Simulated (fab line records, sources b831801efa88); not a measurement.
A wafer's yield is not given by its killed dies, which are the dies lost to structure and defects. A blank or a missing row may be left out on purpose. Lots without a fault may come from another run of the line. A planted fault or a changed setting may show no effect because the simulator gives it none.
Which tool was responsible? | flow sky130 | 24 lots, 72 wafers sampled, at 4 steps of a route of 708

## WHAT THE GAUGES SHOWED, per wafer
SKY_FIELD_ISO_CD_MEAS_13 targets a cd of 150 nm. Usual: 150.1 nm for cdNm, sd 1.4.
lot  | measured    | on       | cdNm (nm)         | flag
L074 | day 2 06:59 | cdSem-02 | 149.9 153.0 152.2 | 
L075 | day 2 10:32 | cdSem-02 | 151.6 152.3 151.6 | 
L076 | day 2 16:17 | cdSem-02 | 148.6 149.1 149.8 | 
L077 | day 2 21:30 | cdSem-02 | 151.3 151.0 150.3 | 
L078 | day 3 01:09 | cdSem-02 | 153.8 152.1 153.8 | 
L079 | day 3 07:08 | cdSem-01 | 150.7 150.2 151.4 | 
L080 | day 3 11:12 | cdSem-02 | 150.0 149.3 151.9 | 
L081 | day 3 17:08 | cdSem-01 | 147.9 150.2 151.1 | 
L082 | day 3 23:32 | cdSem-01 | 148.4 149.8 149.1 | 
L083 | day 4 05:04 | cdSem-01 | 150.6 150.8 150.2 | 
L084 | day 4 10:09 | cdSem-01 | 147.8 148.2 148.7 | 
L085 | day 4 13:42 | cdSem-02 | 148.7 149.1 149.7 | 
L086 | day 4 19:59 | cdSem-01 | 150.7 149.1 148.9 | 
L087 | day 5 00:28 | cdSem-01 | 149.0 149.8 149.5 | 
L088 | day 5 06:06 | cdSem-02 | 149.1 147.5 146.4 | 
L089 | day 5 10:40 | cdSem-02 | 150.8 151.2 150.8 | 
L090 | day 5 16:38 | cdSem-01 | 149.5 148.1 149.3 | 
L091 | day 5 20:27 | cdSem-01 | 151.3 150.7 148.9 | 
L092 | day 6 02:51 | cdSem-01 | 152.1 151.4 150.8 | 
L093 | day 6 08:47 | cdSem-02 | 148.7 149.2 149.3 | 
L094 | day 6 14:48 | cdSem-02 | 149.3 149.9 148.3 | 
L095 | day 6 19:03 | cdSem-02 | 150.7 152.3 149.9 | 
L096 | day 6 22:39 | cdSem-02 | 148.7 148.0 148.7 | 
L097 | day 7 04:07 | cdSem-02 | 151.9 150.7 152.4 | 

SKY_LDD_P_OVL_MEAS_08. Usual: LDD_P_OVL -0.1 nm, standard deviation 1.5.
lot  | measured     | on         | LDD_P_OVL (nm) | flag
L074 | day 19 12:43 | overlay-01 | 1.1 1.0 0.9    | 
L075 | day 19 17:31 | overlay-01 | 1.2 0.3 0.8    | 
L076 | day 20 02:26 | overlay-01 | 0.6 0.7 0.9    | 
L077 | day 20 16:38 | overlay-02 | -0.4 -1.6 -1.9 | 
L078 | day 21 08:35 | overlay-01 | -0.9 -0.3 -0.1 | 
L079 | day 21 12:53 | overlay-01 | 3.1 1.5 1.2    | 
L080 | day 21 21:08 | overlay-01 | 1.5 1.3 1.1    | 
L081 | day 21 20:32 | overlay-01 | 3.4 0.7 2.5    | 
L082 | day 22 12:17 | overlay-01 | -2.2 -2.0 -2.1 | 
L083 | day 22 22:12 | overlay-02 | -1.8 0.7 0.4   | 
L084 | day 23 00:14 | overlay-02 | -1.9 -2.7 -1.3 | 
L085 | day 23 17:12 | overlay-02 | 1.3 1.0 0.9    | 
L086 | day 24 00:14 | overlay-01 | -0.5 -0.4 -0.8 | 
L087 | day 24 04:38 | overlay-01 | 0.4 0.1 -0.7   | 
L088 | day 24 10:05 | overlay-01 | 0.9 1.6 0.5    | 
L089 | day 24 15:56 | overlay-01 | 0.4 -0.8 -0.3  | 
L090 | day 25 02:14 | overlay-02 | 0.9 -0.1 -1.4  | 
L091 | day 25 07:14 | overlay-02 | -0.6 -0.7 -0.4 | 
L092 | day 25 17:35 | overlay-02 | -1.7 -1.9 -3.3 | 
L093 | day 26 00:20 | overlay-02 | -2.0 -1.0 -1.1 | 
L094 | day 26 11:29 | overlay-01 | -0.9 0.6 0.3   | 
L095 | day 26 17:34 | overlay-02 | 0.2 1.3 2.0    | 
L096 | day 27 01:11 | overlay-02 | -3.6 -2.0 -1.4 | 
L097 | day 27 03:59 | overlay-02 | 1.3 -0.5 0.9   | 

SKY_LOCAL_INTERCONNECT_CD_MEAS_11 targets a cd of 170 nm. Usual: 169.1 nm for cdNm, sd 1.5.
lot  | measured     | on       | cdNm (nm)         | flag
L074 | day 30 17:00 | cdSem-01 | 171.0 170.4 170.5 | 
L075 | day 31 00:00 | cdSem-02 | 168.5 170.2 171.8 | 
L076 | day 31 17:11 | cdSem-01 | 168.8 169.3 170.6 | 
L077 | day 31 19:32 | cdSem-02 | 168.9 167.4 166.4 | 
L078 | day 32 10:19 | cdSem-02 | 169.2 171.3 170.1 | 
L079 | day 32 17:56 | cdSem-02 | 169.0 167.6 169.7 | 
L080 | day 32 22:15 | cdSem-01 | 170.2 171.4 169.0 | 
L081 | day 32 21:32 | cdSem-02 | 166.3 167.5 167.8 | 
L082 | day 33 12:50 | cdSem-02 | 167.8 167.6 168.6 | 
L083 | day 33 18:04 | cdSem-02 | 168.0 168.6 168.0 | 
L084 | day 33 20:37 | cdSem-02 | 168.1 168.8 168.1 | 
L085 | day 34 12:34 | cdSem-02 | 169.3 169.8 168.8 | 
L086 | day 34 18:31 | cdSem-02 | 171.9 170.1 170.2 | 
L087 | day 35 00:21 | cdSem-02 | 168.5 168.8 169.7 | 
L088 | day 35 02:41 | cdSem-02 | 169.5 169.9 170.9 | 
L089 | day 35 09:23 | cdSem-02 | 166.1 166.5 166.7 | 
L090 | day 35 18:23 | cdSem-02 | 169.7 168.5 169.1 | 
L091 | day 36 01:45 | cdSem-02 | 167.1 168.5 166.6 | 
L092 | day 36 13:50 | cdSem-02 | 170.1 168.6 170.1 | 
L093 | day 36 15:27 | cdSem-02 | 170.6 168.9 171.1 | 
L094 | day 37 07:06 | cdSem-02 | 170.0 170.3 170.4 | 
L095 | day 37 06:57 | cdSem-02 | 169.0 169.0 169.8 | 
L096 | day 37 10:51 | cdSem-02 | 170.9 169.7 170.5 | 
L097 | day 37 13:53 | cdSem-02 | 168.7 169.9 166.7 | 

SKY_VIA1_OVL_MEAS_13. Usual: VIA1_OVL -2 nm, standard deviation 5.5.
lot  | measured     | on         | VIA1_OVL (nm) | flag
L074 | day 34 07:56 | overlay-01 | -2 3 -1       | 
L075 | day 34 13:38 | overlay-02 | -7 -5 -3      | 
L076 | day 35 07:12 | overlay-02 | -6 -3 -3      | 
L077 | day 35 09:08 | overlay-01 | 1 -5 -5       | 
L078 | day 35 22:59 | overlay-01 | -6 -6 -2      | 
L079 | day 36 06:08 | overlay-01 | 0 -4 -2       | 
L080 | day 36 10:29 | overlay-02 | 4 2 0         | 
L081 | day 36 09:26 | overlay-02 | 8 9 6         | 
L082 | day 37 00:01 | overlay-02 | 0 3 8         | 
L083 | day 37 05:23 | overlay-01 | 11 12 10      | 
L084 | day 37 08:56 | overlay-02 | -4 -6 -1      | 
L085 | day 37 23:15 | overlay-02 | -3 -4 -4      | 
L086 | day 38 05:06 | overlay-02 | -9 -8 0       | 
L087 | day 38 11:29 | overlay-01 | -1 -9 -2      | 
L088 | day 38 13:58 | overlay-02 | -3 -4 -5      | 
L089 | day 38 19:57 | overlay-02 | -1 -12 -9     | 
L090 | day 39 05:12 | overlay-01 | 2 -3 -4       | 
L091 | day 39 12:14 | overlay-02 | -15 -1 -9     | 
L092 | day 39 23:53 | overlay-02 | -4 -8 -6      | 
L093 | day 40 00:14 | overlay-02 | -3 -5 -4      | 
L094 | day 40 15:38 | overlay-01 | -4 0 0        | 
L095 | day 40 13:56 | overlay-02 | -8 -8 -5      | 
L096 | day 40 18:40 | overlay-02 | -11 -7 -2     | 
L097 | day 40 22:17 | overlay-01 | -3 -5 -13     | 

## TOOL THAT RAN EACH LOT (tool first, then ch and the chambers of the sampled wafers, then the start)
No process step before these readings appears in the record.

## AS READ BY THE TOOLS THEMSELVES (means over the sampled wafers that have a number; for cases with no such wafer, the mark the record gives instead)
The record holds no such reading with a usual standard deviation.

## THE ANSWER, worked out from the rows above alone
Rule: take the mean of a lot's wafers that have a number; if it is more than 3 standard deviations from the usual mean, the lot is off. A lot without any number at a reading at which 4 lots or more have one is off too. Any other lot the step has rows for is counted as sound. The gauges are gone through in route order, then the tools' own readings, and for those a lot's mean is taken as printed above. At the first step where some lot is off, the reading lying furthest off is the one used; lots without a number count as furthest.
No lot is off at any reading shown: from this, nothing can be told.

## WHAT THE SIMULATOR PUT IN
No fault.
